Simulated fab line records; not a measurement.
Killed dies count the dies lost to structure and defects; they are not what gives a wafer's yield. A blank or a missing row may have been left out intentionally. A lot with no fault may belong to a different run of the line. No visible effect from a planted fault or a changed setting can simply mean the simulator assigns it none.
The tool behind it: which one? ; flow gf180mcu ; 36 wafers sampled from 12 lots at 1 step of a route of 602

## WHAT THE GAUGES SHOWED, per wafer
GF_STI_THK_MEAS_04.
lot;measured;on;STI_CVD_03_THK (nm)
L075;day 1 21:41;film-metro-01;207.2 206.6 206.6
L077;day 2 10:23;film-metro-04;207.7 206.8 207.0
L079;day 2 14:43;film-metro-03;206.5 207.5 208.2
L081;day 3 01:40;film-metro-01;206.2 204.8 203.9
L083;day 3 10:34;film-metro-01;209.4 207.0 206.2
L085;day 3 20:34;film-metro-03;206.1 206.3 208.2
L087;day 4 06:59;film-metro-04;205.1 205.8 206.4
L089;day 4 19:45;film-metro-03;208.1 206.4 206.0
L091;day 5 03:32;film-metro-04;206.5 205.5 207.3
L093;day 5 12:40;film-metro-03;203.6 205.3 203.6
L095;day 5 23:58;film-metro-01;206.8 205.9 206.8
L097;day 6 08:34;film-metro-04;207.6 207.1 208.0

## WHAT TOOL EACH LOT RAN ON (gives the tool, then ch and the chambers of the sampled wafers, and finally the start)
No process step before these readings appears in the record.

## THE ANSWER, worked out from the rows above alone
Rule: the lots themselves supply what counts as usual. Put in order of their means at a reading, lots are off if they are a third of the lots or fewer, leave a main group of 4 or more, and stand apart from it by a gap of 3 or more times the standard deviation of the main group's means; of several such gaps the widest counts. A main group whose means are all the same, to the digits that the tables above print for the reading, isn't used. A lot without any number at a reading at which 4 lots or more have one is off too. Where the step has rows for the other lots, those lots are counted as sound.
None of the lots is off at any reading shown; this tells nothing.

## WHAT THE SIMULATOR PUT IN
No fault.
